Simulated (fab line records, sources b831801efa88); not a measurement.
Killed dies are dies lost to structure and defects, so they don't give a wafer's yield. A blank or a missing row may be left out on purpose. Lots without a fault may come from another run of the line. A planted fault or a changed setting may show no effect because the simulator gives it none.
Problem report in the 8D (eight disciplines) form, filled by code | flow sky130 | the parts of the form that need people (team, actions taken, sign-off) are left out

1. THE PROBLEM
oes_product_au at SKY_RES_PROTECT_STRIP_07 reads a mean of 0.630 a.u. on 3 wafers of 1 lot; wafers without a fault read 0.516 a.u. with a standard deviation of 0.0048. That is +24 standard deviations from the usual mean.
The step: strips in O2/N2.
First seen on wafer L118.1, day 19 10:58, on plasma_asher-02. The record holds 39 wafers of 13 lots with a number at this step. Rule for "out", or "out of limits": more than 4 standard deviations from the usual mean. The other wafers with a number count as sound.

2. WHAT IT IS AND WHAT IT IS NOT
question                    | is                     | is not
which readings at this step | oes_product_au         | drypump_motor_current_A
which lots                  | L118                   | L108, L109, L110, L111, L112, L113, L114, L116, L119, L128, L129, L131
which wafers of those lots  | all that have a number | -
read on which tools         | plasma_asher-02        | plasma_asher-01, plasma_asher-04
when                        | from day 19 10:58      | up to then (24 sound wafers); but 12 sound wafers of L119, L128, L129, L131 came after

3. SUSPECTS, AND WHAT RULES EACH OUT
Counting: a tool at a process step up to the reading stays a suspect if it ran every lot that is out and no sound lot after the first of them.
- plasma_asher-03 at SKY_GATE_OXIDE_STRIP_13 (strips in O2/N2): ruled out as a lasting fault. Sound lots L128, L131 ran on it after its first lot that is out, L118 (day 18 01:32).
- plasma_asher-02 at SKY_RES_PROTECT_STRIP_07 (strips in O2/N2): ruled out as a lasting fault. Sound lots L129 ran on it after its first lot that is out, L118 (day 19 10:58).
Left after counting: nothing in the record.

4. THE CAUSE (what the simulator had put in)
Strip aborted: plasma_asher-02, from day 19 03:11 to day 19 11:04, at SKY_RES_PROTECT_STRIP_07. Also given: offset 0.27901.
Counting ruled it out, wrongly.

5. THE CHAIN OF EFFECTS, in route order
Each row: a reading whose mean over the struck wafers that have a number lies more than 3 standard deviations from the usual. Only readings for which the record gives a usual standard deviation are gone through. hours: the time from each lot's start at the first step in this table that gives one to its start at this step, as a median over the lots. sigmas: the change in usual standard deviations.
hours | step                     | reading        | usual      | on struck wafers | change | sigmas
0     | SKY_RES_PROTECT_STRIP_07 | oes_product_au | 0.516 a.u. | 0.630            | +0.114 | +24
The process steps in it:
- SKY_RES_PROTECT_STRIP_07: strips in O2/N2.
Readings that are blank on the struck wafers while sound wafers have them: strip_time_to_endpoint_s at SKY_RES_PROTECT_STRIP_07.

6. WHAT WOULD HAVE CAUGHT IT SOONER
In this record the first reading out of limits was taken at day 19 10:58, 8 hours after the fault began at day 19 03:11.
